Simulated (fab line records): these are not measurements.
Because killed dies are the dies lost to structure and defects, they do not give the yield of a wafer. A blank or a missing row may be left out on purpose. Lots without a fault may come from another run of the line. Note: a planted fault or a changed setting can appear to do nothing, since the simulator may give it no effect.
The tool behind it: which one? + flow gf180mcu + 13 lots with 39 wafers sampled at 3 steps, on a route of 602 steps

WHAT THE GAUGES SHOWED, per wafer
GF_TOP_METAL_RS_MEAS_05: measurement is done with a four-point probe.
| lot  | measured     | on            | TOP_METAL_ALCU_RS (ohm/sq) |
|------|--------------|---------------|----------------------------|
| L207 | day 27 10:25 | film metro-03 | 0.0324 0.0322 0.0322       |
| L208 | day 27 13:00 | film metro-02 | 0.0323 0.0325 0.0323       |
| L209 | day 27 23:40 | film metro-02 | 0.0325 0.0325 0.0326       |
| L210 | day 28 08:22 | film metro-03 | 0.0330 0.0323 0.0329       |
| L214 | day 29 12:22 | film metro-02 | 0.0327 0.0323 0.0326       |
| L216 | day 30 04:03 | film metro-01 | 0.0324 0.0326 0.0327       |
| L217 | day 30 16:59 | film metro-03 | 0.0322 0.0327 0.0325       |
| L220 | day 31 10:40 | film metro-03 | 0.0331 0.0328 0.0331       |
| L224 | day 32 20:11 | film metro-02 | 0.0326 0.0327 0.0329       |
| L225 | day 32 22:33 | film metro-01 | 0.0321 0.0323 0.0325       |
| L227 | day 33 07:28 | film metro-03 | 0.0327 0.0328 0.0331       |
| L228 | day 33 09:47 | film metro-01 | 0.0331 0.0329 0.0329       |
| L229 | day 33 17:29 | film metro-03 | 0.0330 0.0329 0.0328       |

GF_PASSIVATION_THK_MEAS_03.
| lot  | measured     | on            | PASSIVATION_CVD_02_THK (nm) |
|------|--------------|---------------|-----------------------------|
| L207 | day 28 07:25 | film metro-01 | 686 686 707                 |
| L208 | day 28 09:53 | film metro-03 | 691 695 700                 |
| L209 | day 28 20:08 | film metro-01 | 699 709 704                 |
| L210 | day 29 04:24 | film metro-01 | 685 695 708                 |
| L214 | day 30 08:25 | film metro-03 | 687 688 693                 |
| L216 | day 30 22:11 | film metro-01 | 691 682 703                 |
| L217 | day 31 11:47 | film metro-01 | 704 697 716                 |
| L220 | day 32 04:26 | film metro-01 | 691 711 716                 |
| L224 | day 33 12:45 | film metro-03 | 708 715 707                 |
| L225 | day 33 14:10 | film metro-03 | 692 704 716                 |
| L227 | day 33 23:50 | film metro-01 | 684 683 689                 |
| L228 | day 34 02:58 | film metro-04 | 716 700 702                 |
| L229 | day 34 10:02 | film metro-04 | 717 703 719                 |

TOOL THAT RAN EACH LOT (tool first, then ch and the chambers of the sampled wafers, then the start)
| lot  | GF_V3_CMP_26                  |
|------|-------------------------------|
| L207 | cmp-01 ch 0,1,3, day 22 16:40 |
| L208 | cmp-02 ch 0,2,3, day 22 18:43 |
| L209 | cmp-01 ch 0,3, day 23 05:54   |
| L210 | cmp-02 ch 0,1, day 23 17:25   |
| L214 | cmp-02 ch 1,3, day 24 23:34   |
| L216 | cmp-01 ch 0,1, day 25 20:06   |
| L217 | cmp-02 ch 0,1, day 26 09:27   |
| L220 | cmp-02 ch 0,1,3, day 27 07:09 |
| L224 | cmp-01 ch 0,2, day 28 21:38   |
| L225 | cmp-02 ch 0,1,2, day 28 23:02 |
| L227 | cmp-01 ch 1,2,3, day 29 06:01 |
| L228 | cmp-02 ch 0,1, day 29 13:13   |
| L229 | cmp-01 ch 1,2,3, day 29 21:47 |
- GF_V3_CMP_26: polishes, stops on SiO2, t overpolish 15 s, target thk 0 nm.

AS READ BY THE TOOLS THEMSELVES (means over the sampled wafers that have a number; for cases with no such wafer, the mark the record gives instead)
GF_V3_CMP_26.
| lot  | tool   | motor current A (A) | overpolish run s (s) | time to endpoint s (s) |
|------|--------|---------------------|----------------------|------------------------|
| L207 | cmp-01 | 11.0                | 14.991               | 83                     |
| L208 | cmp-02 | 11.6                | 15.000               | 85                     |
| L209 | cmp-01 | 10.9                | 14.999               | 82                     |
| L210 | cmp-02 | 11.0                | 14.996               | 84                     |
| L214 | cmp-02 | 10.5                | 15.005               | 82                     |
| L216 | cmp-01 | 11.2                | 14.999               | 81                     |
| L217 | cmp-02 | 11.1                | 14.998               | 81                     |
| L220 | cmp-02 | 11.4                | 14.995               | 80                     |
| L224 | cmp-01 | 11.1                | 14.995               | 87                     |
| L225 | cmp-02 | 11.0                | 15.000               | 84                     |
| L227 | cmp-01 | 11.0                | 15.008               | 80                     |
| L228 | cmp-02 | 11.2                | 15.002               | 80                     |
| L229 | cmp-01 | 11.0                | 14.989               | 80                     |

THE ANSWER, worked out from the rows above alone
Rule: the lots themselves supply what counts as usual. The widest of any qualifying gaps counts: lots, ordered by their means at a reading, are off when they make up no more than a third of the lots, leave a main group of 4 or more, and stand apart from it by 3 or more times the standard deviation of that group's means. The tables above print the reading to a certain number of digits; a main group whose means all agree to those digits is not used. Also off: a lot with no number at a reading for which 4 or more lots have one. Where the step has rows for the other lots, those lots are counted as sound. After the gauges, taken in route order, come the tools' own readings; for these a lot's mean is taken, as printed above. The first step at which some lot is off is used, and at that step the reading that is off furthest; a lot without a number counts as furthest.
Across all readings shown, no lot is off: no conclusion can be drawn from this.

WHAT THE SIMULATOR PUT IN
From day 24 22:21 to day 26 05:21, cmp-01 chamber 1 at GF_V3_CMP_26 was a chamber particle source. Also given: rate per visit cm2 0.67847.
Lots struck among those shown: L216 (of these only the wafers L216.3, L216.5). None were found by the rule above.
